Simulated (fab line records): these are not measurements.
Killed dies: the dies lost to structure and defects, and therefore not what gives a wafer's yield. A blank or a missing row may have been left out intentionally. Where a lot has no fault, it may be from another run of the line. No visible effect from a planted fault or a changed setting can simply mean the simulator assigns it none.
A lot that was struck, set against a sound lot	flow sky130	16 steps out of a route of 708
Sound: these wafers, L847.3, L847.4, L847.5. Struck: wafer L850.4. (L850.1, L850.3 of the same lot were not struck and are left out.) The cause comes at the end.
Order at every step that has rows: each side's tool, ch and its chambers, its first start. Under that, the readings that differ: sound wafers	struck wafers	difference of the means	sigmas: that difference in standard deviations of wafers without a fault.
alike: words and numbers the same on both sides, and readings whose means are apart by under 2 such deviations; not compared: readings that were withheld, readings missing a value for some wafer, numbers with overlapping values and no deviation given by the record, and bounds like >300 which may hide the same value.
Wherever a step has rows on one side only, a row that says differs or no value, or a row with sigmas, the two part there. When numbers do not overlap yet have no deviation, they are printed without sigmas and do not part them. Lack of a reading on every wafer of one side parts them only where that side has two or more wafers.

SKY_LOCAL_INTERCONNECT_THK_MEAS_02: measures by xrf.
  sound on film metro-01 at day 30 22:07; struck on film metro-04 at day 31 16:05
  alike: LOCAL_INTERCONNECT_TIN_THK
then, 8 steps without rows for these wafers: SKY_LOCAL_INTERCONNECT_DEHYDRATE_03 (time 60 s); SKY_LOCAL_INTERCONNECT_HMDS_04 (prime time 60 s); SKY_LOCAL_INTERCONNECT_COAT_05 (resist thk 60 nm); SKY_LOCAL_INTERCONNECT_COAT_06 (resist thk 450 nm); SKY_LOCAL_INTERCONNECT_SOFTBAKE_07 (time 90 s); SKY_LOCAL_INTERCONNECT_EXPOSE_08 (exposes mask LI1M, target cd 170 nm); SKY_LOCAL_INTERCONNECT_PEB_09; SKY_LOCAL_INTERCONNECT_DEVELOP_10 (develop time 60 s).
SKY_LOCAL_INTERCONNECT_CD_MEAS_11 targets a cd of 170 nm.
  sound on cd sem-01 at day 32 01:56; struck on cd sem-01 at day 32 19:17
  alike: cd nm
SKY_LOCAL_INTERCONNECT_OVL_MEAS_12:
  sound on overlay-02 at day 32 02:02; struck on overlay-02 at day 32 19:24
  alike: LOCAL_INTERCONNECT_OVL
SKY_LOCAL_INTERCONNECT_ETCH_13: etches BARC in N2/H2, stops on SiO2, time 45.9 s, target depth 60 nm.
  sound on rie metal-02 ch 0,1, day 32 02:05; struck on rie metal-02 ch 0, day 32 19:26
  alike: drypump motor current A, oes product au, rf fwd power W, run length s, throttle valve pct
  not compared: rf hours counter h
SKY_LOCAL_INTERCONNECT_METAL_ETCH_14: etches TiN in Cl2/BCl3, stops on PSG, target depth 110 nm, time 31.4 s.
  sound on rie metal-02 ch 0,1, day 32 02:08; struck on rie metal-02 ch 0, day 32 19:30
reading	sound	struck	difference	sigmas
oes product au (a.u.)	0.951 0.942 0.933	0.978	+0.036	+4
run length s (s)	60.6 59.6 59.4	53.0	-6.9	-10
throttle valve pct (%)	21.890 21.903 21.901	21.867	-0.031	-3
model.LOCAL_INTERCONNECT.feature depth nm (nm)	100.3 98.81 98.38	85.48	-13.68	
model.etch.depth nm (nm)	100.3 98.81 98.38	85.48	-13.68	
model.KrF-thick_of_LOCAL_INTERCONNECT_COAT_06.thk nm (nm)	347.8 350.9 350.2	358.6	+9.0	
  alike: bcl3 flow sccm, drypump motor current A, mfc cl2 sccm
  not compared: rf fwd power W, rf hours counter h
SKY_LOCAL_INTERCONNECT_STRIP_15: strips in O2/N2.
  sound on plasma asher-04 ch 0,1, day 32 02:13; struck on plasma asher-02 ch 0, day 32 19:33
reading	sound	struck	difference	sigmas
oes product au (a.u.)	0.424 0.425 0.418	0.441	+0.019	+4
strip time to endpoint s (s)	4.721 4.743 4.740	4.814	+0.079	+4
  alike: drypump motor current A
  not compared: rf hours counter h
then, 1 step without rows for these wafers: SKY_LOCAL_INTERCONNECT_STRIP_16 (strips in post etch residue remover, time 1200 s).
-- here the record skips 15 days between the struck wafers' starts before and after, leaving off in module LOCAL_INTERCONNECT and picking up in module PAD_OPEN (first step shown: number 708 of the route) --
SKY_PAD_OPEN_PROBE_99:
  sound on prober-02 at day 47 02:22; struck on prober-02 at day 47 17:52
reading	sound	struck	difference	sigmas
hold	- - -	await dispo/1.8h/release	no value on the sound wafers	
killed at contacts	28 30 26	429	+401	+66
killed dies	89 94 84	492	+403	+45
killed on rim	14 16 23	96	+78	+20
  alike: killed_at_M0_to_M3, killed_at_M4_up, killed at front end, killed at other, killed open, killed short

== WHERE THEY PART ==
Last at SKY_PAD_OPEN_PROBE_99 as far as this record goes, first at SKY_LOCAL_INTERCONNECT_METAL_ETCH_14.

WHY: what had been put in by the simulator
rie metal-02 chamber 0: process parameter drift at SKY_LOCAL_INTERCONNECT_METAL_ETCH_14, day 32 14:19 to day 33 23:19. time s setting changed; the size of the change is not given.
